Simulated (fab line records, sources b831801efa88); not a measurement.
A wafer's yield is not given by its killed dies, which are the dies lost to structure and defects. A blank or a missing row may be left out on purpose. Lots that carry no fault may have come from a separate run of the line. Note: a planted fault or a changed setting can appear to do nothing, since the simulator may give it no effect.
Which tool did it? | flow sky130 | 6 lots (18 wafers sampled), 1 step of a 708-step route

WHAT EACH GAUGE READ, for each wafer
SKY_GATE_OXIDE_TW_MEAS_14.
lot  | measured     | on            | GATE_OXIDE_TW
L556 | day 14 13:11 | film-metro-04 | 225.3 226.5 225.9
L560 | day 16 07:50 | film-metro-02 | 224.5 224.5 223.8
L563 | day 17 01:23 | film-metro-04 | 224.6 224.4 225.3
L569 | day 19 03:05 | film-metro-02 | 223.5 224.1 224.4
L572 | day 20 05:41 | film-metro-02 | 222.2 222.1 223.6
L576 | day 21 12:50 | film-metro-03 | 221.0 222.3 223.2

WHAT TOOL EACH LOT RAN ON (gives the tool, then ch and the chambers of the sampled wafers, and finally the start)
The record holds no process step before these readings.

THE ANSWER, worked out from the rows above alone
Rule: the lots themselves supply what counts as usual. The widest of any qualifying gaps counts: lots, ordered by their means at a reading, are off when they make up no more than a third of the lots, leave a main group of 4 or more, and stand apart from it by 3 or more times the standard deviation of that group's means. A main group is skipped when, at the precision printed for the reading in the tables above, its means are all equal. A lot without any number at a reading at which 4 lots or more have one is off too. Any other lot the step has rows for is counted as sound.
Nothing can be told from this: no lot is off at any reading shown.

WHAT THE SIMULATOR PUT IN
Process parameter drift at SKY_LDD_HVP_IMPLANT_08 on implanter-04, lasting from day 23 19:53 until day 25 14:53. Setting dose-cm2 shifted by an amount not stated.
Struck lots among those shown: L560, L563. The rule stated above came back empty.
